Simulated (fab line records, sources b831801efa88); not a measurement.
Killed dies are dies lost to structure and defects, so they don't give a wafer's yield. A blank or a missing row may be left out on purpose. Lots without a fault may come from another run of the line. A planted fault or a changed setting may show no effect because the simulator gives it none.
Which tool did it? | flow gf180mcu | 10 lots, 30 wafers sampled, at 5 steps of a route of 602

WHAT THE GAUGES READ, wafer by wafer
GF_VT_IMPLANT_TW_MEAS_43.
lot  | measured     | on            | VT_IMPLANT_4_TW
L995 | day 7 13:15  | film_metro-03 | 692 691 690
L996 | day 7 21:05  | film_metro-03 | 689 697 687
L999 | day 8 18:56  | film_metro-01 | 696 698 691
L103 | day 9 19:14  | film_metro-01 | 699 696 696
L110 | day 12 03:53 | film_metro-01 | 30 30 30
L111 | day 12 08:20 | film_metro-01 | 30 30 30
L112 | day 12 20:24 | film_metro-03 | 30 30 30
L115 | day 13 06:05 | film_metro-04 | 690 690 689
L116 | day 13 10:02 | film_metro-01 | 701 694 696
L118 | day 14 03:29 | film_metro-03 | 697 698 699

WHICH TOOL RAN EACH LOT (tool, then ch and the chambers of the sampled wafers, then the start)
lot  | GF_LVPWELL_STRIP_10                 | GF_VT_IMPLANT_STRIP_09               | GF_VT_IMPLANT_STRIP_31               | GF_VT_IMPLANT_STRIP_42
L995 | plasma_asher-02 ch 0,1, day 3 22:56 | plasma_asher-02 ch 0,1, day 5 15:55  | plasma_asher-03 ch 0,1, day 6 22:10  | plasma_asher-03 ch 0,1, day 7 13:10
L996 | plasma_asher-01 ch 0,1, day 4 05:16 | plasma_asher-03 ch 0,1, day 5 21:53  | plasma_asher-04 ch 0,1, day 7 05:02  | plasma_asher-04 ch 0,1, day 7 20:59
L999 | plasma_asher-01 ch 0,1, day 4 23:22 | plasma_asher-03 ch 0,1, day 6 18:47  | plasma_asher-02 ch 0,1, day 8 02:26  | plasma_asher-02 ch 0,1, day 8 18:50
L103 | plasma_asher-04 ch 0, day 5 18:25   | plasma_asher-04 ch 0,1, day 7 16:05  | plasma_asher-03 ch 0,1, day 9 01:53  | plasma_asher-02 ch 0,1, day 9 19:08
L110 | plasma_asher-02 ch 0,1, day 7 17:46 | plasma_asher-03 ch 0,1, day 9 21:08  | plasma_asher-03 ch 0,1, day 11 09:14 | plasma_asher-04 ch 0,1, day 12 03:47
L111 | plasma_asher-01 ch 0,1, day 7 20:23 | plasma_asher-04 ch 0,1, day 10 01:02 | plasma_asher-04 ch 0,1, day 11 13:35 | plasma_asher-03 ch 0,1, day 12 08:14
L112 | plasma_asher-01 ch 0,1, day 8 05:46 | plasma_asher-02 ch 0,1, day 10 11:05 | plasma_asher-04 ch 0,1, day 12 01:11 | plasma_asher-04 ch 0,1, day 12 20:17
L115 | plasma_asher-04 ch 0,1, day 8 14:22 | plasma_asher-04 ch 0,1, day 10 20:29 | plasma_asher-04 ch 0,1, day 12 10:41 | plasma_asher-04 ch 0,1, day 13 05:59
L116 | plasma_asher-01 ch 0,1, day 8 18:19 | plasma_asher-04 ch 0,1, day 10 23:08 | plasma_asher-02 ch 0,1, day 12 13:50 | plasma_asher-03 ch 0,1, day 13 09:56
L118 | plasma_asher-01 ch 0,1, day 9 08:29 | plasma_asher-04 ch 0,1, day 11 16:32 | plasma_asher-03 ch 0,1, day 13 06:56 | plasma_asher-03 ch 0,1, day 14 03:23
- GF_LVPWELL_STRIP_10: strips in O2/N2.
- GF_VT_IMPLANT_STRIP_09: strips in O2/N2.
- GF_VT_IMPLANT_STRIP_31: strips in O2/N2.
- GF_VT_IMPLANT_STRIP_42: strips in O2/N2.

THE ANSWER, worked out from the rows above alone
Rule: what is usual is taken from the lots themselves. Put in order of their means at a reading, lots are off if they are a third of the lots or fewer, leave a main group of 4 or more, and stand apart from it by a gap of 3 or more times the standard deviation of the main group's means; of several such gaps the widest counts. A main group whose means are all the same, to the digits that the tables above print for the reading, isn't used. A lot without any number at a reading at which 4 lots or more have one is off too. The other lots that the step has rows for count as sound.
Off: L110, L111, L112, at GF_VT_IMPLANT_TW_MEAS_43 (VT_IMPLANT_4_TW). The main group: mean 694, standard deviation 3.2.
A tool fits if, at a process step before that reading, it ran every lot that is off, and no sound lot after the first of them. The gauges at GF_VT_IMPLANT_TW_MEAS_43 are tried like those tools. None of those tried fits.

WHAT THE SIMULATOR HAD PUT IN
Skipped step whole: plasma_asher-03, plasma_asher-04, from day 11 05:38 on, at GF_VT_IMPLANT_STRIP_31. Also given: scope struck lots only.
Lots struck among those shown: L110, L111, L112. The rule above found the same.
